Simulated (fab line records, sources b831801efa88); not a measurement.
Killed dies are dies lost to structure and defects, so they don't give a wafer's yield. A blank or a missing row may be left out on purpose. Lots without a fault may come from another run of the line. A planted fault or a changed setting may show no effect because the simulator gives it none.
Which tool did it? | flow sky130 | 15 lots, 45 wafers sampled, at 5 steps of a route of 708

WHAT THE GAUGES READ, wafer by wafer
SKY_FIELD_ISO_THK_MEAS_23.
lot  | measured    | on            | FIELD_ISO_OXIDATION_01_THK (nm)
L732 | day 2 14:49 | film_metro-01 | 9.77 10.16 10.02
L733 | day 2 18:29 | film_metro-01 | 10.16 10.18 9.98
L734 | day 2 23:50 | film_metro-03 | 10.30 10.36 10.33
L735 | day 3 04:48 | film_metro-01 | 9.88 9.84 9.82
L737 | day 3 14:05 | film_metro-03 | 9.84 9.94 10.03
L738 | day 3 20:02 | film_metro-03 | 10.01 9.96 9.88
L739 | day 3 23:56 | film_metro-01 | 10.08 10.24 10.26
L740 | day 4 08:08 | film_metro-04 | 10.16 10.08 10.20
L741 | day 4 12:12 | film_metro-01 | 10.22 10.40 10.29
L745 | day 5 08:28 | film_metro-04 | 10.24 10.30 10.36
L746 | day 5 18:41 | film_metro-01 | 10.12 10.13 10.20
L747 | day 5 18:41 | film_metro-03 | 10.17 10.27 10.20
L749 | day 6 06:10 | film_metro-01 | 10.02 10.07 10.27
L750 | day 6 11:07 | film_metro-04 | 10.57 10.46 10.42
L753 | day 7 01:46 | film_metro-03 | 10.20 10.12 10.10

SKY_VT_ADJUST_HVTP_CD_MEAS_07: target cd 380 nm.
lot  | measured     | on        | cd_nm (nm)
L732 | day 6 10:44  | cd_sem-01 | 381.4 381.1 379.8
L733 | day 6 14:33  | cd_sem-02 | 373.4 374.8 375.1
L734 | day 6 22:28  | cd_sem-02 | 377.6 379.2 383.1
L735 | day 7 04:51  | cd_sem-02 | 380.4 379.7 378.6
L737 | day 7 15:20  | cd_sem-02 | 375.0 376.8 377.0
L738 | day 7 21:51  | cd_sem-01 | 382.4 380.3 382.3
L739 | day 8 03:30  | cd_sem-02 | 376.9 376.1 378.6
L740 | day 8 15:18  | cd_sem-02 | 381.8 384.9 383.4
L741 | day 8 15:38  | cd_sem-01 | 380.0 377.6 377.1
L745 | day 9 22:32  | cd_sem-02 | 378.7 380.4 378.3
L746 | day 10 07:18 | cd_sem-01 | 344.4 346.4 343.0
L747 | day 10 08:40 | cd_sem-01 | 343.5 341.0 342.2
L749 | day 10 22:16 | cd_sem-01 | 356.4 356.5 356.2
L750 | day 11 01:29 | cd_sem-01 | 383.4 382.1 383.5
L753 | day 11 19:35 | cd_sem-01 | 382.0 381.4 384.5

SKY_VT_ADJUST_LVTN_OVL_MEAS_07.
lot  | measured     | on         | VT_ADJUST_LVTN_OVL (nm)
L732 | day 7 05:47  | overlay-02 | -1.0 -0.4 -0.8
L733 | day 7 09:54  | overlay-01 | 2.1 2.8 1.6
L734 | day 7 17:57  | overlay-01 | 2.5 1.4 2.0
L735 | day 8 00:36  | overlay-01 | 2.3 3.0 3.7
L737 | day 8 11:27  | overlay-01 | -0.2 2.5 3.2
L738 | day 8 17:42  | overlay-02 | 1.7 1.2 1.8
L739 | day 9 00:15  | overlay-01 | 0.7 1.0 0.3
L740 | day 9 12:13  | overlay-01 | 2.9 3.0 3.6
L741 | day 9 12:35  | overlay-02 | 0.2 -0.8 -0.4
L745 | day 10 21:37 | overlay-02 | -1.0 -1.4 -0.6
L746 | day 11 05:49 | overlay-02 | 0.5 -1.9 -0.3
L747 | day 11 06:58 | overlay-02 | -0.1 -0.8 0.9
L749 | day 11 21:13 | overlay-02 | 1.4 1.4 1.3
L750 | day 12 00:22 | overlay-01 | 0.5 2.2 1.7
L753 | day 12 20:13 | overlay-02 | 1.9 0.6 0.9

WHICH TOOL RAN EACH LOT (tool, then ch and the chambers of the sampled wafers, then the start)
lot  | SKY_NWELL_STRIP_14                  | SKY_VT_ADJUST_HVTP_EXPOSE_04
L732 | plasma_asher-01 ch 0,1, day 4 22:07 | iline_stepper-02 ch 0, day 6 01:15
L733 | plasma_asher-03 ch 0,1, day 5 02:44 | iline_stepper-02 ch 0, day 6 05:30
L734 | plasma_asher-03 ch 0,1, day 5 09:47 | iline_stepper-02 ch 0, day 6 13:25
L735 | plasma_asher-03 ch 0,1, day 5 15:38 | iline_stepper-02 ch 0, day 6 19:20
L737 | plasma_asher-04 ch 0,1, day 6 00:19 | iline_stepper-01 ch 0, day 7 05:35
L738 | plasma_asher-01 ch 0,1, day 6 07:05 | iline_stepper-01 ch 0, day 7 11:56
L739 | plasma_asher-01 ch 0,1, day 6 11:52 | iline_stepper-02 ch 0, day 7 17:20
L740 | plasma_asher-03 ch 0,1, day 6 23:20 | iline_stepper-01 ch 0, day 8 05:38
L741 | plasma_asher-01 ch 0,1, day 6 23:24 | iline_stepper-02 ch 0, day 8 06:18
L745 | plasma_asher-04 ch 0,1, day 8 04:07 | iline_stepper-01 ch 0, day 9 11:31
L746 | plasma_asher-04 ch 0,1, day 8 12:01 | iline_stepper-02 ch 0, day 9 20:17
L747 | plasma_asher-04 ch 0,1, day 8 13:00 | iline_stepper-02 ch 0, day 9 22:16
L749 | plasma_asher-03 ch 0,1, day 9 00:57 | iline_stepper-02 ch 0, day 10 10:59
L750 | plasma_asher-03 ch 0,1, day 9 04:10 | iline_stepper-01 ch 0, day 10 14:02
L753 | plasma_asher-04 ch 0,1, day 9 22:05 | iline_stepper-01 ch 0, day 11 07:39
- SKY_NWELL_STRIP_14: strips in O2/N2.
- SKY_VT_ADJUST_HVTP_EXPOSE_04: exposes mask HVTPM, target cd 380 nm.

WHAT THE TOOLS THEMSELVES READ (means of the sampled wafers that have a number; where no wafer has one, the mark that the record gives instead)
SKY_NWELL_STRIP_14.
lot  | tool            | chamber_pressure_mTorr (mTorr) | drypump_motor_current_A (A) | oes_product_au (a.u.) | strip_time_to_endpoint_s (s)
L732 | plasma_asher-01 | 1499.8                         | 6.0                         | 0.724                 | 36.95
L733 | plasma_asher-03 | 1500.5                         | 6.5                         | 0.721                 | 36.90
L734 | plasma_asher-03 | 1499.6                         | 6.1                         | 0.722                 | 37.02
L735 | plasma_asher-03 | 1500.7                         | 6.4                         | 0.722                 | 36.96
L737 | plasma_asher-04 | 1499.3                         | 5.3                         | 0.723                 | 36.93
L738 | plasma_asher-01 | 1499.2                         | 6.0                         | 0.717                 | 36.89
L739 | plasma_asher-01 | 1500.3                         | 5.7                         | 0.723                 | 37.01
L740 | plasma_asher-03 | 1500.6                         | 6.1                         | 0.725                 | 36.91
L741 | plasma_asher-01 | 1499.4                         | 6.0                         | 0.728                 | 36.85
L745 | plasma_asher-04 | 1501.0                         | 5.1                         | 0.721                 | 36.89
L746 | plasma_asher-04 | 1500.3                         | 5.1                         | 0.725                 | 36.99
L747 | plasma_asher-04 | 1501.6                         | 5.3                         | 0.718                 | 36.92
L749 | plasma_asher-03 | 1499.3                         | 6.1                         | 0.725                 | 37.06
L750 | plasma_asher-03 | 1500.6                         | 6.4                         | 0.725                 | 36.89
L753 | plasma_asher-04 | 1500.0                         | 5.1                         | 0.722                 | 37.02

SKY_VT_ADJUST_HVTP_EXPOSE_04.
lot  | tool             | exposure_dose_mJ_cm2
L732 | iline_stepper-02 | 141.66
L733 | iline_stepper-02 | 141.63
L734 | iline_stepper-02 | 141.75
L735 | iline_stepper-02 | 141.67
L737 | iline_stepper-01 | 141.53
L738 | iline_stepper-01 | 141.62
L739 | iline_stepper-02 | 141.49
L740 | iline_stepper-01 | 141.50
L741 | iline_stepper-02 | 141.69
L745 | iline_stepper-01 | 141.45
L746 | iline_stepper-02 | 124.62
L747 | iline_stepper-02 | 124.59
L749 | iline_stepper-02 | 131.12
L750 | iline_stepper-01 | 141.48
L753 | iline_stepper-01 | 141.55

THE ANSWER, worked out from the rows above alone
Rule: what is usual is taken from the lots themselves. Put in order of their means at a reading, lots are off if they are a third of the lots or fewer, leave a main group of 4 or more, and stand apart from it by a gap of 3 or more times the standard deviation of the main group's means; of several such gaps the widest counts. A main group whose means are all the same, to the digits that the tables above print for the reading, isn't used. A lot without any number at a reading at which 4 lots or more have one is off too. The other lots that the step has rows for count as sound. The gauges are gone through in route order, then the tools' own readings, and for those a lot's mean is taken as printed above. The first step at which some lot is off is used, and at that step the reading that is off furthest; a lot without a number counts as furthest.
Off: L746, L747, L749, at SKY_VT_ADJUST_HVTP_CD_MEAS_07 (cd_nm). The main group: mean 379.7 nm, standard deviation 2.7.
A tool fits if, at a process step before that reading, it ran every lot that is off, and no sound lot after the first of them. The gauges at SKY_VT_ADJUST_HVTP_CD_MEAS_07 aren't tried: what is off there is off at SKY_VT_ADJUST_HVTP_EXPOSE_04 too, on other tools, and a gauge's error can't cause that. One fits: iline_stepper-02 at SKY_VT_ADJUST_HVTP_EXPOSE_04. Its last sound lot is L741 (day 8 06:18), its first lot that is off L746 (day 9 20:17): a fault that began between those two fits.
The tool's own readings at SKY_VT_ADJUST_HVTP_EXPOSE_04 bear it out: on the lots that are off they differ by more than 5 times the standard deviation of the sound lots' means. exposure_dose_mJ_cm2 reads 126.78 there against 141.59 on the sound lots.

WHAT THE SIMULATOR HAD PUT IN
Process parameter drift: iline_stepper-02, from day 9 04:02 on, at SKY_VT_ADJUST_HVTP_EXPOSE_04. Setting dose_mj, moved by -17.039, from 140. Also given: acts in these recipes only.
Lots struck among those shown: L746, L747, L749. The rule above found the same.
